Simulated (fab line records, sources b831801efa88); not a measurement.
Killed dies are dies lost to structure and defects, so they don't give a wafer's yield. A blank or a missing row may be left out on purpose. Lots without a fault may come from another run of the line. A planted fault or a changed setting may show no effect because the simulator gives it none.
One fault seen from 2 desks | flow gf180mcu | each desk has only its own numbers; what lay behind them comes last

THE TOOL OWNER'S DESK: implanter-02
The tool's own readings at GF_PSD_IMPLANT_09: means of the sampled wafers that have a number, for each lot that ran on this tool. A lot is out of limits, marked OUT, if its mean lies more than 4 standard deviations from the usual mean; the brackets give that distance.
Columns: A = end_station_pressure_torr at GF_PSD_IMPLANT_09, usual 1.17e-05 Torr
lot  | first seen here | A
L466 | day 14 03:31    | 1.18e-05
L475 | day 18 07:56    | 1.08e-05
L479 | day 19 17:49    | 1.16e-05
L487 | day 21 19:47    | 1.15e-05
L488 | day 22 04:45    | 1.17e-05
This desk's finding: nothing out of limits on any of the 5 lots.

THE METROLOGY DESK
What the gauges read, lot by lot, whatever tool the lot ran on: means of the sampled wafers that have a number. A lot is out of limits, marked OUT, if its mean lies more than 4 standard deviations from the usual mean; the brackets give that distance.
Columns: A = PSD_OVL at GF_PSD_OVL_MEAS_08, usual 0.5 nm
lot  | first seen here | A
L465 | day 13 22:59    | 1.8
L466 | day 14 03:28    | 0.6
L468 | day 15 02:18    | 0.1
L469 | day 15 09:39    | -0.4
L471 | day 16 12:27    | 0.9
L473 | day 17 10:30    | -0.1
L475 | day 18 07:52    | -0.3
L476 | day 18 18:38    | 0.8
L479 | day 19 17:47    | 1.5
L480 | day 20 03:29    | -0.6
L482 | day 20 10:25    | 1.2
L487 | day 21 19:43    | 2.3
L488 | day 22 04:41    | -0.7
This desk's finding: nothing out of limits on any of the 13 lots.

PUT TOGETHER
The tool owner's desk saw nothing out of limits.
The metrology desk saw nothing out of limits.

WHAT THE SIMULATOR HAD PUT IN
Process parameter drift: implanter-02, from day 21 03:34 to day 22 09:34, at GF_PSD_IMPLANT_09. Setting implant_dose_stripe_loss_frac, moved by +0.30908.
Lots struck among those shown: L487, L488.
